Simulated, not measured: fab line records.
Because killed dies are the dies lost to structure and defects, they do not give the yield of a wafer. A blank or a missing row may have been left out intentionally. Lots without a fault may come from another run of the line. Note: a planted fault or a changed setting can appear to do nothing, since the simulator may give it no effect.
fab line records	flow sky130
record lots=13	wafers=39	lastDay=50
route steps=708 shown VT_ADJUST_NCORE@123 PAD_OPEN@708
lots that met no fault: taken from a fault-free run of the same line
startH: hours from the record's first day to the start of the lot's first wafer shown	waitH: how many hours have passed since the lot's step before this one	" same as the row above	L1.1+2: one row covering several wafers at once	- no value, or no start was given	* or withheld: withheld	< > ~ a bound
route shown NAME@n: NAME is a module with steps in the file, n the number in the route of the first one	usual: the fault-free wafers' mean and standard deviation	same: alike in all rows	chamber/n: place in a boat	sites: per-site readings	_std_site: standard deviation across them	_edge_site: mean of outer sites minus mean of inner sites	radiusMm: for every site, how far away it sits from the centre of the wafer	mask NAME#n: copy n	behind: tool/chamber where the wafer was last shaped	hold: why the lot went on hold/how many hours it stayed there/how the hold came to an end	device: names the non-switching transistor (n, p or np)	end of line: tests of these same wafers at the route's end	where a step has no rows: the recipe by itself	killed: count of dies lost to structure and defects at first sort (not the wafer's yield)	map: dies across one wafer; x = killed, . = not, _ = none there
set.NAME: the run value of the setting; set.NAME@STEP: its run value at that earlier step	model.NAME: the simulator's own value behind a step, which no gauge read
steps of the route over a sample of lots; a table a step, a row a wafer
services: from which hour (startH, from the record's first day; less than 0 if before it) a tool's chamber was out of use, for how many hours, and why
## steps
# step SKY_VT_ADJUST_NCORE_EXPOSE_04
# recipe maskId=LVTN_COMPLEMENT_THIN	na=0.6	sourceShape=conventional	sigmaOuter=0.6	polarization=unpolarized	targetCdNm=380	doseMj=139
# usual focusOffsetNm=0.1/0.47
lot.wafer	tool	chamber	startH	waitH	mask	focusOffsetNm
L348.2	ilineStepper-02	0	173.14	-	LVTN_COMPLEMENT_THIN#0	0.3
L348.3	"	0	"	"	LVTN_COMPLEMENT_THIN#0	0.0
L348.6	"	0	"	"	LVTN_COMPLEMENT_THIN#0	-0.4
L350.2	ilineStepper-01	0	186.50	-	LVTN_COMPLEMENT_THIN#0	0.3
L350.3	"	0	"	"	LVTN_COMPLEMENT_THIN#0	0.5
L350.6	"	0	"	"	LVTN_COMPLEMENT_THIN#0	0.7
L351.2	ilineStepper-02	0	198.98	-	LVTN_COMPLEMENT_THIN#0	-0.7
L351.5	"	0	"	"	LVTN_COMPLEMENT_THIN#0	0.0
L351.6	"	0	"	"	LVTN_COMPLEMENT_THIN#0	-0.4
L352.1	ilineStepper-01	0	203.13	-	LVTN_COMPLEMENT_THIN#0	0.0
L352.2	"	0	"	"	LVTN_COMPLEMENT_THIN#0	0.8
L352.3	"	0	"	"	LVTN_COMPLEMENT_THIN#0	0.7
L355.1	ilineStepper-02	0	222.66	-	LVTN_COMPLEMENT_THIN#0	0.0
L355.2	"	0	"	"	LVTN_COMPLEMENT_THIN#0	-0.1
L355.3	"	0	"	"	LVTN_COMPLEMENT_THIN#0	0.0
L356.1	ilineStepper-01	0	230.31	-	LVTN_COMPLEMENT_THIN#0	0.1
L356.3	"	0	"	"	LVTN_COMPLEMENT_THIN#0	-0.4
L356.6	"	0	"	"	LVTN_COMPLEMENT_THIN#0	0.3
L357.2	ilineStepper-02	0	234.73	-	LVTN_COMPLEMENT_THIN#0	0.1
L357.4	"	0	"	"	LVTN_COMPLEMENT_THIN#0	0.4
L357.6	"	0	"	"	LVTN_COMPLEMENT_THIN#0	-0.1
L358.1	ilineStepper-02	0	242.10	-	LVTN_COMPLEMENT_THIN#0	-0.4
L358.5	"	0	"	"	LVTN_COMPLEMENT_THIN#0	-0.4
L358.6	"	0	"	"	LVTN_COMPLEMENT_THIN#0	0.2
L360.2	ilineStepper-01	0	253.17	-	HVN_STD_DERIVED#0	0.1
L360.5	"	0	"	"	HVN_STD_DERIVED#0	0.9
L360.6	"	0	"	"	HVN_STD_DERIVED#0	0.9
L364.2	ilineStepper-01	0	290.22	-	LVTN_COMPLEMENT_THIN#0	-0.1
L364.3	"	0	"	"	LVTN_COMPLEMENT_THIN#0	0.1
L364.4	"	0	"	"	LVTN_COMPLEMENT_THIN#0	-0.3
L367.1	ilineStepper-01	0	309.83	-	LVTN_COMPLEMENT_THIN#0	-0.2
L367.5	"	0	"	"	LVTN_COMPLEMENT_THIN#0	0.2
L367.6	"	0	"	"	LVTN_COMPLEMENT_THIN#0	0.3
L370.4	ilineStepper-02	0	327.25	-	LVTN_COMPLEMENT_THIN#0	-0.7
L370.5	"	0	"	"	LVTN_COMPLEMENT_THIN#0	-0.2
L370.6	"	0	"	"	LVTN_COMPLEMENT_THIN#0	0.1
L371.4	ilineStepper-01	0	334.32	-	LVTN_COMPLEMENT_THIN#0	-0.4
L371.5	"	0	"	"	LVTN_COMPLEMENT_THIN#0	-0.2
L371.6	"	0	"	"	LVTN_COMPLEMENT_THIN#0	-0.2
# step SKY_VT_ADJUST_NCORE_CD_MEAS_07
# recipe targetCdNm=380
# usual cdNm=379.3/2.9
lot.wafer	tool	chamber	startH	waitH	cdNm
L348.2	cdSem-01	-	183.96	0.1	380.0
L348.3	"	-	"	"	380.2
L348.6	"	-	"	"	380.0
L350.2	cdSem-02	-	196.62	0.1	382.4
L350.3	"	-	"	"	380.3
L350.6	"	-	"	"	381.7
L351.2	cdSem-02	-	209.47	0.1	380.7
L351.5	"	-	"	"	382.0
L351.6	"	-	"	"	379.7
L352.1	cdSem-01	-	213.70	0.1	384.7
L352.2	"	-	"	"	381.9
L352.3	"	-	"	"	380.8
L355.1	cdSem-01	-	233.64	0.1	380.3
L355.2	"	-	"	"	381.6
L355.3	"	-	"	"	381.1
L356.1	cdSem-01	-	241.67	0.3	383.2
L356.3	"	-	"	"	381.5
L356.6	"	-	"	"	383.9
L357.2	cdSem-01	-	246.32	0.2	377.6
L357.4	"	-	"	"	375.5
L357.6	"	-	"	"	376.6
L358.1	cdSem-01	-	254.04	0.1	382.6
L358.5	"	-	"	"	378.7
L358.6	"	-	"	"	381.2
L360.2	cdSem-01	-	264.12	0.1	-
L360.5	"	-	"	"	-
L360.6	"	-	"	"	-
L364.2	cdSem-01	-	302.92	0.1	381.2
L364.3	"	-	"	"	380.9
L364.4	"	-	"	"	380.1
L367.1	cdSem-02	-	323.29	0.1	381.9
L367.5	"	-	"	"	383.2
L367.6	"	-	"	"	384.1
L370.4	cdSem-01	-	339.26	0.1	374.3
L370.5	"	-	"	"	375.5
L370.6	"	-	"	"	375.7
L371.4	cdSem-01	-	347.76	0.1	376.6
L371.5	"	-	"	"	376.8
L371.6	"	-	"	"	376.9
# step SKY_VT_ADJUST_NCORE_TW_MEAS_11
# usual VT_ADJUST_NCORE_TW=220.2/2.5
lot.wafer	tool	chamber	startH	waitH	VT_ADJUST_NCORE_TW
L348.2	filmMetro-01	-	184.35	0.1	219.2
L348.3	"	-	"	"	217.8
L348.6	"	-	"	"	219.6
L350.2	filmMetro-04	-	197.02	0.1	223.7
L350.3	"	-	"	"	224.0
L350.6	"	-	"	"	224.2
L351.2	filmMetro-04	-	209.87	0.1	223.7
L351.5	"	-	"	"	223.4
L351.6	"	-	"	"	224.4
L352.1	filmMetro-04	-	214.11	0.1	223.5
L352.2	"	-	"	"	223.6
L352.3	"	-	"	"	224.0
L355.1	filmMetro-01	-	234.07	0.1	220.1
L355.2	"	-	"	"	220.1
L355.3	"	-	"	"	219.6
L356.1	filmMetro-02	-	242.07	0.1	219.3
L356.3	"	-	"	"	218.9
L356.6	"	-	"	"	218.0
L357.2	filmMetro-04	-	246.72	0.1	223.7
L357.4	"	-	"	"	223.2
L357.6	"	-	"	"	222.9
L358.1	filmMetro-01	-	254.44	0.1	218.2
L358.5	"	-	"	"	217.9
L358.6	"	-	"	"	218.6
L360.2	filmMetro-04	-	264.52	0.1	30.5
L360.5	"	-	"	"	30.4
L360.6	"	-	"	"	30.5
L364.2	filmMetro-02	-	303.32	0.1	218.8
L364.3	"	-	"	"	217.3
L364.4	"	-	"	"	219.0
L367.1	filmMetro-02	-	323.69	0.1	217.9
L367.5	"	-	"	"	217.7
L367.6	"	-	"	"	216.9
L370.4	filmMetro-01	-	339.64	0.1	218.4
L370.5	"	-	"	"	219.4
L370.6	"	-	"	"	218.3
L371.4	filmMetro-01	-	348.14	0.1	218.1
L371.5	"	-	"	"	218.9
L371.6	"	-	"	"	219.7
# step SKY_PAD_OPEN_PROBE_99
# usual killed_at_M0_to_M3=42/7	killed_at_M4_up=3.2/1.6	killedAtContacts=24/5.8	killedAtFrontEnd=16/4.3	killedAtOther=0.3/0.62	killedDies=86/9.5	killedOnRim=17/3.7	killedOpen=46/6.4	killedShort=39/6.3
# same grossDies=492	killedAtBackSide=0
lot.wafer	tool	chamber	startH	waitH	killed_at_M0_to_M3	killed_at_M4_up	killedAtContacts	killedAtFrontEnd	killedAtOther	killedDies	killedOnRim	killedOpen	killedShort
L348.2	prober-02	-	1077.56	0.1	36	1	20	15	0	72	12	44	28
L348.3	prober-02	-	1077.61	0.2	42	2	22	15	0	81	16	41	40
L348.6	prober-02	-	1077.76	0.2	43	4	26	19	0	92	17	52	40
L350.2	prober-02	-	1092.11	0.1	43	3	23	14	0	83	18	49	34
L350.3	prober-02	-	1092.16	0.2	48	3	21	6	0	78	18	38	40
L350.6	prober-02	-	1092.31	0.2	40	2	36	15	0	93	22	49	44
L351.2	prober-01	-	1102.87	0.1	38	1	13	23	0	75	17	43	32
L351.5	prober-01	-	1103.02	0.2	37	3	23	25	2	90	16	52	38
L351.6	prober-01	-	1103.07	0.2	56	2	24	21	0	103	26	60	41
L352.1	prober-02	-	1107.41	0.1	53	5	21	14	1	94	17	46	47
L352.2	prober-02	-	1107.46	0.1	54	5	20	13	1	93	14	52	39
L352.3	prober-02	-	1107.51	0.2	39	1	27	18	0	85	20	38	47
L355.1	prober-01	-	1121.70	0.1	44	5	31	17	0	97	24	55	42
L355.2	prober-01	-	1121.75	0.1	35	5	20	9	0	69	9	39	29
L355.3	prober-01	-	1121.80	0.2	34	2	25	12	0	73	13	41	31
L357.2	prober-02	-	1133.02	0.1	44	4	23	12	1	84	23	41	43
L357.4	prober-02	-	1133.12	0.2	47	4	22	14	0	87	17	42	45
L357.6	prober-02	-	1133.22	0.2	44	2	30	14	1	91	11	57	34
L356.1	prober-01	-	1136.47	0.1	41	4	26	14	0	85	20	44	41
L356.3	prober-01	-	1136.57	0.2	37	3	29	9	1	79	14	38	41
L356.6	prober-01	-	1136.72	0.2	43	5	22	18	0	88	14	55	31
L358.1	prober-02	-	1140.16	0.1	49	2	22	12	0	85	17	44	41
L358.5	prober-02	-	1140.36	0.2	46	4	19	13	1	83	10	46	37
L358.6	prober-02	-	1140.41	0.2	52	2	14	17	0	85	18	48	37
L360.2	prober-02	-	1148.02	0.1	41	3	29	419	0	492	96	47	32
L360.5	prober-02	-	1148.17	0.2	44	3	19	425	1	492	96	45	37
L360.6	prober-02	-	1148.22	0.2	47	2	24	419	0	492	96	46	39
L364.2	prober-02	-	1173.61	0.1	55	4	19	9	0	87	15	44	43
L364.3	prober-02	-	1173.66	0.2	33	3	21	15	0	72	13	46	26
L364.4	prober-02	-	1173.71	0.2	47	2	23	19	1	92	16	47	45
L367.1	prober-01	-	1187.17	0.1	36	6	31	14	0	87	14	48	39
L367.5	prober-01	-	1187.37	0.2	42	4	25	14	0	85	17	49	36
L367.6	prober-01	-	1187.42	0.2	39	1	20	23	0	83	13	49	34
L370.4	prober-02	-	1195.97	0.2	33	4	29	13	0	79	13	40	38
L370.5	prober-02	-	1196.02	0.2	31	0	17	9	2	59	11	30	27
L370.6	prober-02	-	1196.07	0.2	35	7	24	20	0	86	20	43	41
L371.4	prober-01	-	1200.96	0.2	38	5	31	14	0	88	16	37	51
L371.5	prober-01	-	1201.01	0.2	33	2	25	7	1	68	16	43	25
L371.6	prober-01	-	1201.06	0.2	31	2	22	12	1	68	13	39	29
# killed by level:class
L348.2 VIA2:geometricParticle:open=10 CONTACT:geometricParticle:open=8 VIA1:geometricParticle:open=8 VIA3:geometricParticle:open=5 CONTACT:geometricParticle:short=5 FIELD_ISO:geometricParticle:open=4 FIELD_ISO:geometricParticle:short=3 SPACER:geometricParticle:short=3
L348.3 VIA3:geometricParticle:open=9 CONTACT:geometricParticle:open=8 VIA2:geometricParticle:open=6 VIA2:geometricParticle:short=6 POLY_GATE:geometricParticle:short=5 LI_CONTACT:geometricParticle:open=5 CONTACT:geometricParticle:short=4 VIA3:geometricParticle:short=4
L348.6 VIA1:geometricParticle:open=15 CONTACT:geometricParticle:open=12 VIA2:geometricParticle:open=8 POLY_GATE:geometricParticle:open=7 FIELD_ISO:geometricParticle:short=5 LI_CONTACT:geometricParticle:open=4 POLY_GATE:geometricParticle:short=4 LI_CONTACT:geometricParticle:short=4
L350.2 VIA1:geometricParticle:open=13 CONTACT:geometricParticle:open=10 VIA2:geometricParticle:open=8 CONTACT:geometricParticle:short=6 METAL1:geometricParticle:short=5 POLY_GATE:geometricParticle:short=4 LI_CONTACT:geometricParticle:open=4 VIA3:geometricParticle:short=4
L350.3 VIA1:geometricParticle:open=13 VIA2:geometricParticle:open=7 VIA3:geometricParticle:short=6 CONTACT:geometricParticle:open=6 LOCAL_INTERCONNECT:geometricParticle:short=5 CONTACT:geometricParticle:short=5 VIA1:geometricParticle:short=5 LI_CONTACT:geometricParticle:open=4
L350.6 LOCAL_INTERCONNECT:geometricParticle:short=10 CONTACT:geometricParticle:open=9 VIA2:geometricParticle:open=7 LI_CONTACT:geometricParticle:open=6 CONTACT:geometricParticle:short=6 VIA3:geometricParticle:open=6 METAL1:geometricParticle:short=5 VIA1:geometricParticle:short=5
L351.2 VIA1:geometricParticle:open=9 VIA3:geometricParticle:open=9 METAL1:geometricParticle:short=7 VIA2:geometricParticle:open=6 FIELD_ISO:geometricParticle:short=5 POLY_GATE:geometricParticle:open=5 FIELD_ISO:geometricParticle:open=4 CONTACT:geometricParticle:short=4
L351.5 CONTACT:geometricParticle:open=12 FIELD_ISO:geometricParticle:short=6 LI_CONTACT:geometricParticle:open=6 FIELD_ISO:geometricParticle:open=5 POLY_GATE:geometricParticle:short=5 VIA3:geometricParticle:open=5 VIA1:geometricParticle:open=5 VIA2:geometricParticle:open=5
L351.6 VIA3:geometricParticle:open=16 LI_CONTACT:geometricParticle:open=10 METAL2:geometricParticle:short=7 CONTACT:geometricParticle:open=7 FIELD_ISO:geometricParticle:open=6 VIA1:geometricParticle:open=5 VIA2:geometricParticle:open=5 METAL1:geometricParticle:short=4
L352.1 VIA1:geometricParticle:open=13 CONTACT:geometricParticle:open=7 METAL1:geometricParticle:short=7 VIA2:geometricParticle:open=7 VIA3:geometricParticle:short=5 LI_CONTACT:geometricParticle:open=5 METAL2:geometricParticle:short=5 VIA3:geometricParticle:open=5
L352.2 VIA1:geometricParticle:open=14 LI_CONTACT:geometricParticle:open=9 VIA3:geometricParticle:open=8 METAL1:geometricParticle:short=6 METAL2:geometricParticle:short=6 VIA2:geometricParticle:open=6 FIELD_ISO:geometricParticle:open=5 CONTACT:geometricParticle:short=4
L352.3 CONTACT:geometricParticle:short=9 VIA3:geometricParticle:open=8 FIELD_ISO:geometricParticle:short=7 LI_CONTACT:geometricParticle:open=6 CONTACT:geometricParticle:open=6 VIA1:geometricParticle:open=6 POLY_GATE:geometricParticle:short=5 VIA2:geometricParticle:open=5
L355.1 LOCAL_INTERCONNECT:geometricParticle:short=10 VIA3:geometricParticle:open=9 VIA2:geometricParticle:open=9 CONTACT:geometricParticle:open=8 VIA1:geometricParticle:open=7 POLY_GATE:geometricParticle:open=6 LI_CONTACT:geometricParticle:open=6 CONTACT:geometricParticle:short=5
L355.2 VIA2:geometricParticle:open=12 LI_CONTACT:geometricParticle:open=6 CONTACT:geometricParticle:open=6 METAL4:geometricParticle:short=5 METAL2:geometricParticle:short=4 VIA3:geometricParticle:open=4 POLY_GATE:geometricParticle:open=3 LOCAL_INTERCONNECT:geometricParticle:short=3
L355.3 LI_CONTACT:geometricParticle:open=10 METAL2:geometricParticle:short=7 CONTACT:geometricParticle:open=6 VIA1:geometricParticle:open=6 VIA2:geometricParticle:open=5 POLY_GATE:geometricParticle:open=4 METAL3:geometricParticle:short=4 VIA1:geometricParticle:short=3
L357.2 VIA3:geometricParticle:open=8 LI_CONTACT:geometricParticle:open=7 VIA2:geometricParticle:open=7 METAL1:geometricParticle:short=6 CONTACT:geometricParticle:open=6 CONTACT:geometricParticle:short=6 METAL2:geometricParticle:short=6 FIELD_ISO:geometricParticle:short=4
L357.4 LI_CONTACT:geometricParticle:open=8 VIA1:geometricParticle:open=7 FIELD_ISO:geometricParticle:open=6 VIA2:geometricParticle:short=6 METAL1:geometricParticle:short=6 CONTACT:geometricParticle:short=4 CONTACT:geometricParticle:open=4 VIA1:geometricParticle:short=4
L357.6 CONTACT:geometricParticle:open=13 VIA1:geometricParticle:open=13 VIA2:geometricParticle:open=9 LI_CONTACT:geometricParticle:open=7 CONTACT:geometricParticle:short=5 VIA2:geometricParticle:short=5 FIELD_ISO:geometricParticle:open=4 METAL2:geometricParticle:short=4
L356.1 VIA1:geometricParticle:open=14 CONTACT:geometricParticle:open=8 LI_CONTACT:geometricParticle:open=6 CONTACT:geometricParticle:short=5 LOCAL_INTERCONNECT:geometricParticle:short=5 METAL2:geometricParticle:short=5 POLY_GATE:geometricParticle:open=4 METAL1:geometricParticle:short=4
L356.3 CONTACT:geometricParticle:open=11 VIA1:geometricParticle:open=8 METAL2:geometricParticle:short=8 LOCAL_INTERCONNECT:geometricParticle:short=6 CONTACT:geometricParticle:short=5 METAL1:geometricParticle:short=5 VIA2:geometricParticle:open=5 LI_CONTACT:geometricParticle:open=4
L356.6 VIA1:geometricParticle:open=10 CONTACT:geometricParticle:open=8 LI_CONTACT:geometricParticle:open=6 METAL1:geometricParticle:short=6 VIA2:geometricParticle:open=6 METAL1:geometricParticle:open=5 FIELD_ISO:geometricParticle:open=4 FIELD_ISO:geometricParticle:short=4
L358.1 VIA1:geometricParticle:open=13 LI_CONTACT:geometricParticle:open=10 LOCAL_INTERCONNECT:geometricParticle:short=8 VIA1:geometricParticle:short=6 VIA3:geometricParticle:open=6 VIA2:geometricParticle:open=6 METAL1:geometricParticle:short=5 METAL2:geometricParticle:short=5
L358.5 VIA2:geometricParticle:open=10 METAL1:geometricParticle:short=10 LI_CONTACT:geometricParticle:open=8 VIA1:geometricParticle:open=7 VIA3:geometricParticle:open=7 CONTACT:geometricParticle:open=6 LOCAL_INTERCONNECT:geometricParticle:short=5 POLY_GATE:geometricParticle:open=5
L358.6 METAL1:geometricParticle:short=11 VIA1:geometricParticle:open=10 VIA2:geometricParticle:open=8 VIA3:geometricParticle:open=7 LI_CONTACT:geometricParticle:open=6 METAL2:geometricParticle:short=6 POLY_GATE:geometricParticle:open=4 CONTACT:geometricParticle:open=4
L360.2 VT_ADJUST_NCORE:areaExpose=412 CONTACT:geometricParticle:open=10 VIA1:geometricParticle:open=10 LI_CONTACT:geometricParticle:open=8 VIA2:geometricParticle:open=8 VIA1:geometricParticle:short=6 CONTACT:geometricParticle:short=5 POLY_GATE:geometricParticle:open=3
L360.5 VT_ADJUST_NCORE:areaExpose=407 VIA1:geometricParticle:open=11 CONTACT:geometricParticle:open=8 VIA3:geometricParticle:open=7 METAL2:geometricParticle:short=7 FIELD_ISO:geometricParticle:short=4 LI_CONTACT:geometricParticle:open=4 CONTACT:geometricParticle:short=4
L360.6 VT_ADJUST_NCORE:areaExpose=406 VIA2:geometricParticle:open=11 VIA1:geometricParticle:open=10 CONTACT:geometricParticle:short=8 VIA3:geometricParticle:open=7 CONTACT:geometricParticle:open=7 VIA1:geometricParticle:short=6 METAL1:geometricParticle:short=6
L364.2 VIA3:geometricParticle:open=10 VIA1:geometricParticle:open=8 VIA1:geometricParticle:short=8 VIA2:geometricParticle:open=8 METAL1:geometricParticle:short=7 LI_CONTACT:geometricParticle:open=6 CONTACT:geometricParticle:open=5 METAL2:geometricParticle:short=5
L364.3 VIA1:geometricParticle:open=10 CONTACT:geometricParticle:open=7 FIELD_ISO:geometricParticle:open=6 VIA2:geometricParticle:open=5 VIA3:geometricParticle:open=5 POLY_GATE:geometricParticle:open=4 LI_CONTACT:geometricParticle:short=4 LI_CONTACT:geometricParticle:open=4
L364.4 METAL1:geometricParticle:short=8 VIA3:geometricParticle:open=8 LI_CONTACT:geometricParticle:open=7 CONTACT:geometricParticle:open=7 VIA1:geometricParticle:open=7 VIA2:geometricParticle:open=7 FIELD_ISO:geometricParticle:open=5 SPACER:geometricParticle:short=5
L367.1 CONTACT:geometricParticle:open=13 LI_CONTACT:geometricParticle:open=8 VIA1:geometricParticle:open=8 METAL2:geometricParticle:short=5 VIA2:geometricParticle:open=5 FIELD_ISO:geometricParticle:open=4 FIELD_ISO:geometricParticle:short=4 VIA2:geometricParticle:short=4
L367.5 LI_CONTACT:geometricParticle:open=12 VIA1:geometricParticle:open=10 METAL2:geometricParticle:short=7 VIA3:geometricParticle:open=7 CONTACT:geometricParticle:short=5 POLY_GATE:geometricParticle:open=4 CONTACT:geometricParticle:open=4 VIA1:geometricParticle:short=4
L367.6 VIA1:geometricParticle:open=11 FIELD_ISO:geometricParticle:open=9 CONTACT:geometricParticle:open=7 VIA2:geometricParticle:open=6 CONTACT:geometricParticle:short=5 VIA1:geometricParticle:short=5 POLY_GATE:geometricParticle:open=4 LOCAL_INTERCONNECT:geometricParticle:short=4
L370.4 VIA2:geometricParticle:open=11 LI_CONTACT:geometricParticle:open=8 LI_CONTACT:geometricParticle:short=6 METAL1:geometricParticle:short=6 LOCAL_INTERCONNECT:geometricParticle:short=5 CONTACT:geometricParticle:short=5 CONTACT:geometricParticle:open=5 VIA1:geometricParticle:open=5
L370.5 VIA1:geometricParticle:open=9 LOCAL_INTERCONNECT:geometricParticle:short=6 CONTACT:geometricParticle:open=5 METAL1:geometricParticle:short=5 VIA2:geometricParticle:open=4 SPACER:geometricParticle:short=3 LI_CONTACT:geometricParticle:open=3 VIA3:geometricParticle:open=3
L370.6 CONTACT:geometricParticle:open=11 VIA1:geometricParticle:open=9 VIA3:geometricParticle:open=7 METAL4:geometricParticle:short=6 FIELD_ISO:geometricParticle:open=5 POLY_GATE:geometricParticle:short=5 METAL1:geometricParticle:short=5 VIA3:geometricParticle:short=5
L371.4 LI_CONTACT:geometricParticle:open=8 CONTACT:geometricParticle:open=8 METAL2:geometricParticle:short=7 METAL1:geometricParticle:short=7 VIA1:geometricParticle:short=7 CONTACT:geometricParticle:short=6 VIA1:geometricParticle:open=6 POLY_GATE:geometricParticle:open=5
L371.5 CONTACT:geometricParticle:open=13 LI_CONTACT:geometricParticle:open=7 VIA3:geometricParticle:open=7 VIA2:geometricParticle:open=5 VIA3:geometricParticle:short=5 VIA1:geometricParticle:open=4 LI_CONTACT:geometricParticle:short=3 VIA1:geometricParticle:short=3
L371.6 CONTACT:geometricParticle:open=11 VIA2:geometricParticle:open=6 LI_CONTACT:geometricParticle:open=5 METAL2:geometricParticle:short=5 METAL3:geometricParticle:short=5 METAL1:geometricParticle:short=4 CONTACT:geometricParticle:short=4 FIELD_ISO:geometricParticle:open=3
## services
tool	chamber	startH	hours	kind
ilineStepper-01	-	198.61	1.7	pm
ilineStepper-01	-	217.94	3.1	repair
ilineStepper-02	-	293.77	1.7	pm
ilineStepper-01	0	302.69	-	calibration
ilineStepper-02	0	327.57	-	calibration
## key
firstSign step=SKY_VT_ADJUST_NCORE_EXPOSE_04	reading=mask	direction=changed
effect step=SKY_VT_ADJUST_NCORE_CD_MEAS_07	reading=cdNm	direction=missing
effect step=SKY_VT_ADJUST_NCORE_TW_MEAS_11	reading=VT_ADJUST_NCORE_TW	direction=down	sigmas=77	usual=220.2	struck=30.5
effect step=SKY_PAD_OPEN_PROBE_99	reading=killedAtFrontEnd	direction=up	sigmas=94	usual=16	struck=421
moreKillsBornAt SKY_VT_ADJUST_NCORE_EXPOSE_04@ilineStepper-01=1225
metAt SKY_VT_ADJUST_NCORE_EXPOSE_04
struckLots L360
testerLeftOut L360
onsetBetween 230.31 253.17
fault kind=wrongMask	tool=any	chamber=-	onsetH=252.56	steps=SKY_VT_ADJUST_NCORE_EXPOSE_04	auxCopy=HVN_STD_DERIVED#0	scope=struckLotsOnly
# testerLeftOut: of these lots the tester's yield and bins aren't shown, on N5 and GAA mostly nor the transistor test; their killed dies are dies lost to structure and defects alone, not to doping, threshold or leakage, so they don't give the yield
